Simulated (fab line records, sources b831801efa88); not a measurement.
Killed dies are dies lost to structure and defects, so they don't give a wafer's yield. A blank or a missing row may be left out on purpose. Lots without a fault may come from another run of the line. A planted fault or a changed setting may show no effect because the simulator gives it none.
Tool commonality check | flow gf180mcu | 14 lots, 42 wafers sampled

WHY IT WAS OPENED
At GF_HV_LDD_TW_MEAS_38 the reading HV_LDD_3_TW is flagged on 2 of 14 lots. Wafers without a fault read 1422, standard deviation 9.3.
Rule: a lot is flagged when every wafer of it that has a number lies more than 4 standard deviations from that mean, or none has a number. The other lots count as sound.

lot  | measured     | on            | HV_LDD_3_TW, wafer by wafer | flag
L489 | day 11 15:47 | film_metro-03 | 1426 1422 1421              |
L492 | day 12 07:48 | film_metro-01 | 1422 1419 1425              |
L493 | day 12 16:51 | film_metro-01 | 1424 1424 1421              |
L495 | day 13 09:38 | film_metro-04 | 1416 1410 1422              |
L497 | day 14 06:35 | film_metro-04 | 1410 1417 1409              |
L498 | day 14 09:42 | film_metro-01 | 1424 1423 1430              |
L499 | day 14 22:04 | film_metro-03 | 1430 1431 1432              |
L500 | day 15 02:08 | film_metro-04 | 1410 1404 1415              |
L501 | day 15 18:28 | film_metro-01 | 1440 1435 1432              |
L504 | day 16 13:32 | film_metro-03 | 1313 1315 1320              | FLAGGED
L505 | day 16 18:50 | film_metro-01 | 1317 1321 1315              | FLAGGED
L506 | day 16 22:50 | film_metro-01 | 1423 1426 1434              |
L511 | day 18 22:05 | film_metro-03 | 1424 1423 1430              |
L512 | day 19 04:05 | film_metro-04 | 1411 1412 1409              |
The numbers of the flagged lots are 1317 on average: -105 against the usual, or -11 standard deviations.

WHICH TOOL RAN EACH LOT
The record holds 1 process step before the reading, out of a route of 602 steps. In each cell: the tool, then ch and the chambers that the sampled wafers went through, then the start.
lot  | flag    | GF_HV_LDD_IMPLANT_34
L489 |         | implanter-04 ch 0, day 11 15:14
L492 |         | implanter-01 ch 0, day 12 07:16
L493 |         | implanter-03 ch 0, day 12 16:18
L495 |         | implanter-04 ch 0, day 13 09:06
L497 |         | implanter-03 ch 0, day 14 06:02
L498 |         | implanter-01 ch 0, day 14 09:09
L499 |         | implanter-03 ch 0, day 14 21:32
L500 |         | implanter-03 ch 0, day 15 01:37
L501 |         | implanter-03 ch 0, day 15 17:58
L504 | FLAGGED | implanter-03 ch 0, day 16 12:59
L505 | FLAGGED | implanter-03 ch 0, day 16 18:17
L506 |         | implanter-01 ch 0, day 16 22:17
L511 |         | implanter-04 ch 0, day 18 21:32
L512 |         | implanter-01 ch 0, day 19 03:32
What these steps do:
- GF_HV_LDD_IMPLANT_34
- GF_HV_LDD_TW_MEAS_38

FLAGGED OVER TOTAL, TOOL BY TOOL (the gauges that took the reading come last)
step                 | tool          | lots run | flagged | share of the flagged lots | sound lots run after its first flagged lot
GF_HV_LDD_IMPLANT_34 | implanter-01  | 4        | 0       | none                      | -
GF_HV_LDD_IMPLANT_34 | implanter-03  | 7        | 2       | all                       | 0
GF_HV_LDD_IMPLANT_34 | implanter-04  | 3        | 0       | none                      | -
GF_HV_LDD_TW_MEAS_38 | film_metro-01 | 6        | 1       | some                      | 1 (L506)
GF_HV_LDD_TW_MEAS_38 | film_metro-03 | 4        | 1       | some                      | 1 (L511)
GF_HV_LDD_TW_MEAS_38 | film_metro-04 | 4        | 0       | none                      | -

WHAT THE TABLE ALLOWS
1 row of the table ran every flagged lot: implanter-03 at GF_HV_LDD_IMPLANT_34.
- implanter-03 at GF_HV_LDD_IMPLANT_34: 2 of its 7 lots flagged. Its last sound lot is L501 (day 15 17:58), its first flagged lot L504 (day 16 12:59): a fault that began between those two fits. Its own readings lie more than 4 standard deviations out on every wafer of the flagged lots: dose_ions_cm2, faraday_current_uA.
One tool is left: implanter-03 at GF_HV_LDD_IMPLANT_34.

WHAT THE SIMULATOR HAD PUT IN
Process parameter drift: implanter-03, from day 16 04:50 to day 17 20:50, at GF_HV_LDD_IMPLANT_34. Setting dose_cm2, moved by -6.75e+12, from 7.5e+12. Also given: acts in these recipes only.
Lots struck among those shown: L504, L505. The rule above found the same.
